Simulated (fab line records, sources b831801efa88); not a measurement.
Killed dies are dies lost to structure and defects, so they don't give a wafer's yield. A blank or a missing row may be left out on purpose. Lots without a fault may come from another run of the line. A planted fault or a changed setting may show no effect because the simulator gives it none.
Problem report in the 8D (eight disciplines) form, filled by code | flow gf180mcu | the parts of the form that need people (team, actions taken, sign-off) are left out

1. THE PROBLEM
bias_w at GF_HV_LDD_ETCHBACK_58 reads a mean of 67.98 W on 6 wafers of 2 lots; wafers without a fault read 80.00 W with a standard deviation of 0.22. That is -55 standard deviations from the usual mean.
The step: etches Si3N4 in CH3F/O2, stops on SiO2, time 100 s, target depth 90 nm.
First seen on wafer L993.2, day 13 14:17, on rie_diel-01. The record holds 18 wafers of 6 lots with a number at this step. Rule for "out", or "out of limits": more than 4 standard deviations from the usual mean. The other wafers with a number count as sound.

2. WHAT IT IS AND WHAT IT IS NOT
question                    | is                     | is not
which readings at this step | bias_w                 | drypump_motor_current_A, oes_product_au, throttle_valve_pct
which lots                  | L993, L994             | L110, L111, L992, L996
which wafers of those lots  | all that have a number | -
read on which tools         | rie_diel-01            | rie_diel-02, rie_diel-04
when                        | from day 13 14:17      | up to then (3 sound wafers); but 9 sound wafers of L110, L111, L996 came after

3. SUSPECTS, AND WHAT RULES EACH OUT
Counting: a tool at a process step up to the reading stays a suspect if it ran every lot that is out and no sound lot after the first of them.
- plasma_asher-01 at GF_HV_LDD_STRIP_49 (strips in O2/N2): kept. It ran every lot that is out, first L993 (day 13 11:19), and no sound lot after that.
- rie_diel-01 at GF_HV_LDD_ETCHBACK_58 (etches Si3N4 in CH3F/O2, stops on SiO2, time 100 s, target depth 90 nm): kept. It ran every lot that is out, first L993 (day 13 14:17), and no sound lot after that; its last sound lot up to then is L992 (day 13 05:32). Its own readings are out on those wafers: bias_w.
Left after counting: plasma_asher-01 at GF_HV_LDD_STRIP_49, rie_diel-01 at GF_HV_LDD_ETCHBACK_58.

4. THE CAUSE (what the simulator had put in)
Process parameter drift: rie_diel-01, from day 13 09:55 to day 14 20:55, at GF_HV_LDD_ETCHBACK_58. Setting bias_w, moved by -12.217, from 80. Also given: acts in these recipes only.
Counting left 2 suspects, and this tool is among them.

5. THE CHAIN OF EFFECTS, in route order
Each row: a reading whose mean over the struck wafers that have a number lies more than 3 standard deviations from the usual. Only readings for which the record gives a usual standard deviation are gone through. hours: the time from each lot's start at the first step in this table that gives one to its start at this step, as a median over the lots. sigmas: the change in usual standard deviations.
hours | step                  | reading | usual   | on struck wafers | change | sigmas
0     | GF_HV_LDD_ETCHBACK_58 | bias_w  | 80.00 W | 67.98            | -12.02 | -55
The process steps in it:
- GF_HV_LDD_ETCHBACK_58: etches Si3N4 in CH3F/O2, stops on SiO2, time 100 s, target depth 90 nm.
Later measuring or inspecting steps at which every struck wafer that the step has a row for has a number for every such reading, and none has moved that far: GF_NSD_CD_MEAS_07, GF_NSD_OVL_MEAS_08, GF_NSD_TW_MEAS_12, GF_PSD_CD_MEAS_07, GF_PSD_OVL_MEAS_08, GF_PSD_TW_MEAS_11.

6. WHAT WOULD HAVE CAUGHT IT SOONER
In this record the first reading out of limits was taken at day 13 14:17, 4 hours after the fault began at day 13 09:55.
